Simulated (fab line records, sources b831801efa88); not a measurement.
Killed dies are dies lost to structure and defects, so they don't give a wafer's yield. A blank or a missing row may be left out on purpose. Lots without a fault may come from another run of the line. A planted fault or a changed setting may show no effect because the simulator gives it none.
Which tool did it? | flow gf180mcu | 12 lots, 36 wafers sampled, at 1 step of a route of 602

WHAT THE GAUGES READ, wafer by wafer
GF_M1_THK_MEAS_06: measures by xrf.
lot  | measured     | on            | M1_ALCU_THK (nm)
L075 | day 16 07:20 | film_metro-02 | 445 453 445
L077 | day 17 03:24 | film_metro-02 | 444 441 444
L079 | day 18 00:46 | film_metro-03 | 446 452 452
L081 | day 18 17:56 | film_metro-02 | 450 451 448
L083 | day 19 12:32 | film_metro-02 | 443 449 447
L085 | day 20 07:49 | film_metro-02 | 449 444 449
L087 | day 21 00:41 | film_metro-03 | 442 446 442
L089 | day 21 11:34 | film_metro-02 | 445 441 445
L091 | day 22 14:36 | film_metro-02 | 447 448 450
L092 | day 23 05:41 | film_metro-03 | 447 447 450
L095 | day 23 19:35 | film_metro-02 | 445 437 437
L097 | day 24 09:31 | film_metro-02 | 449 449 447

WHICH TOOL RAN EACH LOT (tool, then ch and the chambers of the sampled wafers, then the start)
The record holds no process step before these readings.

THE ANSWER, worked out from the rows above alone
Rule: what is usual is taken from the lots themselves. Put in order of their means at a reading, lots are off if they are a third of the lots or fewer, leave a main group of 4 or more, and stand apart from it by a gap of 3 or more times the standard deviation of the main group's means; of several such gaps the widest counts. A main group whose means are all the same, to the digits that the tables above print for the reading, isn't used. A lot without any number at a reading at which 4 lots or more have one is off too. The other lots that the step has rows for count as sound.
No lot is off at any reading shown: from this, nothing can be told.

WHAT THE SIMULATOR HAD PUT IN
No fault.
